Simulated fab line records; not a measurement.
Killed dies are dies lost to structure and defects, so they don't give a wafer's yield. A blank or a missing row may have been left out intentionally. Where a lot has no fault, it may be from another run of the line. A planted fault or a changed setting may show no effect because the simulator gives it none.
Which tool did it?    flow sky130    at 1 step of a route of 708, 11 lots with 33 wafers sampled

## WHAT EACH GAUGE READ, for each wafer
SKY_CAP2M_OVL_MEAS_12.
lot   measured      on          CAP2M_OVL (nm)
L167  day 41 03:41  overlay-02  -1.1 -1.5 -3.0
L169  day 41 21:31  overlay-01  -0.5 -1.2 -0.1
L170  day 42 02:35  overlay-01  -4.4 -2.1 -3.4
L171  day 42 15:23  overlay-02  -1.5 -0.8 -2.4
L181  day 45 03:20  overlay-01  -2.5 -2.7 -3.8
L184  day 45 11:28  overlay-02  -0.7 -1.8 -1.0
L183  day 45 11:49  overlay-01  -2.9 -1.5 -1.8
L185  day 46 00:44  overlay-02  -0.7 -2.4 -1.5
L186  day 46 04:34  overlay-01  -1.5 -0.5 0.2
L187  day 46 10:41  overlay-02  -2.5 -1.5 -1.5
L188  day 46 14:50  overlay-02  0.8 0.0 -0.6

## TOOL THAT RAN EACH LOT (tool first, then ch and the chambers of the sampled wafers, then the start)
The record shows no process step preceding these readings.

## THE ANSWER, worked out from the rows above alone
Rule: usual is defined by the lots themselves. Put in order of their means at a reading, lots are off if they are a third of the lots or fewer, leave a main group of 4 or more, and stand apart from it by a gap of 3 or more times the standard deviation of the main group's means; of several such gaps the widest counts. A main group whose means are all the same, to the digits that the tables above print for the reading, isn't used. Also off: a lot with no number at a reading for which 4 or more lots have one. Any other lot the step has rows for is counted as sound.
No lot is off at any reading shown: from this, nothing can be told.

## WHAT THE SIMULATOR HAD PUT IN
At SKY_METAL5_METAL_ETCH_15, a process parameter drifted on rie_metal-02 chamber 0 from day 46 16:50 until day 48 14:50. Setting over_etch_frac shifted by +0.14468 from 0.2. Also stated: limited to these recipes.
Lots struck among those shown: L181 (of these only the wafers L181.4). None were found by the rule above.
